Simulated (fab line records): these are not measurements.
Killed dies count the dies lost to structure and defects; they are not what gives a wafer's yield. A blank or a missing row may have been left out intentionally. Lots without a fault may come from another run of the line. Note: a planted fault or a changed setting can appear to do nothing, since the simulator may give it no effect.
Comparing a struck lot with a sound one + flow sky130 + 35 steps out of a route of 708
Sound: wafers L404.1, L404.2, L404.5. The struck wafers were L414.1, L414.4, L414.5. The cause is given at the end.
Per side, at each step with rows, come the tool, then ch with its chambers, and then its first start. Under that, the readings that differ: sound wafers + struck wafers + difference of the means + sigmas: that difference in standard deviations of wafers without a fault.
alike: a reading whose means differ by less than 2 such deviations, as well as words and numbers matching on both sides. not compared: withheld readings; readings where some wafer has no value; bounds like >300 that might hide an equal value; numbers whose values overlap and for which the record gives no deviation.
Wherever a step has rows on one side only, a row that says differs or no value, or a row with sigmas, the two part there. Numbers that don't overlap but have no deviation are shown without sigmas and don't part them. A reading missing from all wafers of one side parts the sides only when that side holds two or more wafers.

first, 10 steps without rows for these wafers: SKY_POLY_CUT_ETCH_10 (etches BARC in N2/H2, stops on SiO2, time 45.9 s, target depth 60 nm); SKY_POLY_CUT_ETCH_11 (etches Si3N4 in CF4/CH2F2/Ar, stops on poly-Si, time 42.5 s, target depth 60 nm); SKY_POLY_CUT_STRIP_12 (strips in O2/N2); SKY_SD_P_DEHYDRATE_00 (time 60 s); SKY_SD_P_HMDS_01 (prime time 60 s); SKY_SD_P_COAT_02 (resist thk 1140 nm); SKY_SD_P_SOFTBAKE_03 (time 60 s); SKY_SD_P_EXPOSE_04 (exposes mask PSDM, target cd 380 nm); SKY_SD_P_PEB_05; SKY_SD_P_DEVELOP_06 (develop time 60 s).
SKY_SD_P_IMPLANT_09:
  sound on implanter-02 ch 0, day 25 05:51; struck on implanter-02 ch 0, day 29 09:01
| reading                   | sound             | struck            | difference | sigmas |
|---------------------------|-------------------|-------------------|------------|--------|
| implant ion amu           | 49 49 49          | 11 11 11          | -38        |        |
| model.implant.rp nm (nm)  | 17.66 17.66 17.66 | 64.31 64.31 64.31 | +46.65     |        |
| model.implant.drp nm (nm) | 9.746 9.746 9.746 | 28.3 28.3 28.3    | +18.6      |        |
  alike: beam on s
SKY_SD_P_STRIP_10: strips in O2/N2.
  sound on plasma asher-02 ch 0,1, day 25 06:00; struck on plasma asher-02 ch 0,1, day 29 09:10
| reading                      | sound             | struck            | difference | sigmas |
|------------------------------|-------------------|-------------------|------------|--------|
| oes product au (a.u.)        | 0.621 0.615 0.622 | 0.605 0.597 0.598 | -0.019     | -4     |
| strip time to endpoint s (s) | 17.42 17.48 17.44 | 18.16 18.17 18.11 | +0.70      | +16    |
  alike: drypump motor current A
  not compared: rf hours counter h
SKY_SD_P_TW_MEAS_11:
  sound on film metro-04, day 25 06:06; struck on film metro-04, day 29 09:29
| reading | sound          | struck         | difference | sigmas |
|---------|----------------|----------------|------------|--------|
| SD_P_TW | 2800 2794 2790 | 2064 2062 2067 | -730       | -30    |
  not compared: hold
then, 20 steps without rows for these wafers: SKY_RES_XHIGH_HMDS_01 (prime time 60 s); SKY_RES_XHIGH_COAT_02 (resist thk 1140 nm); SKY_RES_XHIGH_SOFTBAKE_03 (time 60 s); SKY_RES_XHIGH_EXPOSE_04 (exposes mask URPM, target cd 1270 nm); SKY_RES_XHIGH_PEB_05; SKY_RES_XHIGH_DEVELOP_06 (develop time 60 s); SKY_RES_XHIGH_IMPLANT_07; SKY_RES_XHIGH_STRIP_08 (strips in O2/N2); SKY_SD_N_DEHYDRATE_00 (time 60 s); SKY_SD_N_HMDS_01 (prime time 60 s); SKY_SD_N_COAT_02 (resist thk 1140 nm); SKY_SD_N_SOFTBAKE_03 (time 60 s); SKY_SD_N_EXPOSE_04 (exposes mask NSDM, target cd 380 nm); SKY_SD_N_PEB_05; SKY_SD_N_DEVELOP_06 (develop time 60 s); SKY_SD_N_IMPLANT_09; SKY_SD_N_IMPLANT_10; SKY_SD_N_STRIP_11 (strips in O2/N2); SKY_SD_N_CLEAN_13 (cleans in SC1/SC2, time 150 s); SKY_SD_N_RTA_14 (time 2 s).
-- the record jumps here: 2 days lie between the struck wafers' starts before and after --
SKY_SD_N_RS_MEAS_17: measurement is done with a four-point probe.
  sound on film metro-02, day 27 17:15; struck on film metro-03, day 31 18:00
| reading          | sound             | struck         | difference | sigmas      |
|------------------|-------------------|----------------|------------|-------------|
| SD_P_RS (ohm/sq) | 147.3 146.9 146.9 | 52.1 52.2 52.0 | -94.9      | -99 or more |
  not compared: hold
SKY_PAD_OPEN_PROBE_99:
  sound wafers here have rows in the record (prober-02, day 45 14:58); struck ones have none

WHERE THEY PART
Last at SKY_PAD_OPEN_PROBE_99 as far as this record goes, first at SKY_SD_P_STRIP_10.

WHY: the cause the simulator had injected
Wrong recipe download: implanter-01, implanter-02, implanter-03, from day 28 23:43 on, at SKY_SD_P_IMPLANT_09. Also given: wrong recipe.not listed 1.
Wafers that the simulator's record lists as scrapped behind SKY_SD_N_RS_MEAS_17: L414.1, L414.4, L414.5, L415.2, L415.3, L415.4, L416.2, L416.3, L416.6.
